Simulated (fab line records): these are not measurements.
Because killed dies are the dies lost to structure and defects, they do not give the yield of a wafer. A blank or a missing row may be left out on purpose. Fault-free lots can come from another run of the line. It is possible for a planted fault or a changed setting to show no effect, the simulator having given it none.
A lot that was struck, set against a sound lot + flow sfq-line + 25 steps out of a route of 325
Sound: wafers L560.2, L560.5, L560.6. Struck: wafer L547.1. (L547.6 of the same lot was not struck and is left out.) The cause comes at the end.
Each step with rows lists, per side, the tool, then ch with its chambers, then its first start. Under that, the readings that differ: sound wafers + struck wafers + difference of the means + sigmas: that difference in standard deviations of wafers without a fault.
alike: same words and numbers on both sides, and readings whose means sit less than 2 such deviations apart. not compared: any withheld reading, any reading some wafer has no value for, any bound like >300 that may hide the same value, and any number with overlapping values for which the record gives no deviation.
Wherever a step has rows on one side only, a row that says differs or no value, or a row with sigmas, the two part there. Non-overlapping numbers with no deviation appear without sigmas and do not part them. Lack of a reading on every wafer of one side parts them only where that side has two or more wafers.

first, 6 steps without rows for these wafers: SFQ_TRILAYER_M7_LITHO_COAT_182 (resist thk 62 nm); SFQ_TRILAYER_M7_LITHO_COAT_177 (resist thk 600 nm); SFQ_TRILAYER_M7_LITHO_SOFTBAKE_181; SFQ_TRILAYER_M7_LITHO_EXPOSE_178 (exposes mask M7, target cd 500 nm); SFQ_TRILAYER_M7_LITHO_PEB_180 (peb time 60 s); SFQ_TRILAYER_M7_LITHO_DEVELOP_179 (time 60 s).
SFQ_M7_OVL_MEAS_945:
  sound on overlay-01, day 92 10:01; struck on overlay-02, day 77 14:52
| reading     | sound | struck | difference | sigmas |
|-------------|-------|--------|------------|--------|
| M7_OVL (nm) | 8 2 5 | -6     | -11        | -2     |
then, 1 step without rows for these wafers: SFQ_TRILAYER_M7_BARC_OPEN_METAL_ETCH_229 (etches BARC in O2, target depth 125 nm, time 41.7 s).
SFQ_TRILAYER_M7_ETCH_METAL_ETCH_180: etches Nb in Cl2/Ar, stops on SiO2, target depth 240 nm, time 120 s.
  sound on rie-metal-01 ch 0,1, day 92 10:06; struck on rie-metal-02 ch 0, day 77 14:57
  alike: drypump-motor-current-A, oes-product-au
  not compared: rf-hours-counter-h
SFQ_TRILAYER_M7_STRIP_STRIP_181: strips in O2.
  sound on rie-metal-01 ch 0,1, day 92 10:13; struck on rie-metal-02 ch 0, day 77 15:05
  alike: drypump-motor-current-A, oes-product-au
  not compared: rf-hours-counter-h
then, 1 step without rows for these wafers: SFQ_TRILAYER_M7_STRIP_SOLV_CLEAN_182 (cleans in NMP, time 600 s).
SFQ_TRILAYER_I7_DEP_PECVD_183: deposits SiO2 from SiH4/N2O, time 111.11 s, target thk 500 nm.
  sound on pecvd-02 ch 1,2, day 92 11:00; struck on pecvd-02 ch 2, day 77 15:51
  alike: heater-power-outer-w, heater-power-w, showerhead-vpp-V, throttle-valve-pct
SFQ_TRILAYER_I7_CMP_CMP_184: polishes SiO2.
  sound on cmp-01 ch 0,2,3, day 92 12:05; struck on cmp-01 ch 2, day 77 16:56
| reading                                             | sound             | struck | difference | sigmas |
|-----------------------------------------------------|-------------------|--------|------------|--------|
| model.SiO2_of_TRILAYER_I7_DEP_PECVD_183.thk-nm (nm) | 198.8 201.1 198.4 | 221.4  | +22.0      |        |
  alike: edge-zone-pressure-frac, motor-current-A, time-to-endpoint-s
SFQ_I7_BOW_MEAS_946:
  sound on film-metro-02, day 92 14:06; struck on film-metro-01, day 77 20:15
  not compared: hold, I7_BOW
SFQ_TRILAYER_I7_METRO_MEASURE_185:
  sound on film-metro-02, day 92 14:24; struck on film-metro-01, day 78 00:49
| reading     | sound             | struck                   | difference                   | sigmas |
|-------------|-------------------|--------------------------|------------------------------|--------|
| hold        | - - -             | await-dispo/4.4h/release | no value on the sound wafers |        |
| thk-nm (nm) | 198.7 201.1 198.5 | 221.3                    | +21.9                        | +18    |
then, 6 steps without rows for these wafers: SFQ_TRILAYER_I7_VIA_LITHO_COAT_192 (resist thk 62 nm); SFQ_TRILAYER_I7_VIA_LITHO_COAT_187 (resist thk 650 nm); SFQ_TRILAYER_I7_VIA_LITHO_SOFTBAKE_191; SFQ_TRILAYER_I7_VIA_LITHO_EXPOSE_188 (exposes mask I7, target cd 1000 nm); SFQ_TRILAYER_I7_VIA_LITHO_PEB_190 (peb time 60 s); SFQ_TRILAYER_I7_VIA_LITHO_DEVELOP_189 (time 60 s).
SFQ_I7_OVL_MEAS_947:
  sound on overlay-02, day 92 17:39; struck on overlay-01, day 78 05:29
  alike: I7_OVL
SFQ_TRILAYER_I7_VIA_BARC_OPEN_VIA_ETCH_260: etches BARC in O2, target depth 125 nm, time 41.7 s.
  sound on rie-diel-01 ch 0,1, day 92 17:41; struck on rie-diel-02 ch 3, day 78 05:32
  alike: drypump-motor-current-A, oes-product-au
  not compared: rf-hours-counter-h
SFQ_TRILAYER_I7_VIA_ETCH_VIA_ETCH_190: etches SiO2 in CHF3, stops on Nb, target depth 260 nm.
  sound on rie-diel-01 ch 0,1, day 92 17:43; struck on rie-diel-02 ch 3, day 78 05:34
| reading                        | sound             | struck | difference | sigmas |
|--------------------------------|-------------------|--------|------------|--------|
| oes-product-au (a.u.)          | 0.849 0.862 0.851 | 0.908  | +0.054     | +11    |
| model.I7.feature-depth-nm (nm) | 198.8 201.1 198.4 | 221.4  | +22.0      |        |
| model.etch.depth-nm (nm)       | 198.8 201.1 198.4 | 221.4  | +22.0      |        |
  alike: drypump-motor-current-A
SFQ_TRILAYER_I7_VIA_STRIP_STRIP_191: strips in O2.
  sound on rie-metal-04 ch 0,1, day 92 17:50; struck on rie-metal-02 ch 0, day 78 06:04
| reading               | sound             | struck | difference | sigmas |
|-----------------------|-------------------|--------|------------|--------|
| oes-product-au (a.u.) | 0.990 0.981 0.994 | 1.015  | +0.027     | +3     |
  alike: drypump-motor-current-A
  not compared: rf-hours-counter-h

WHERE THEY PART
Last at SFQ_TRILAYER_I7_VIA_STRIP_STRIP_191 as far as this record goes, first at SFQ_M7_OVL_MEAS_945.

WHY: the cause the simulator had injected
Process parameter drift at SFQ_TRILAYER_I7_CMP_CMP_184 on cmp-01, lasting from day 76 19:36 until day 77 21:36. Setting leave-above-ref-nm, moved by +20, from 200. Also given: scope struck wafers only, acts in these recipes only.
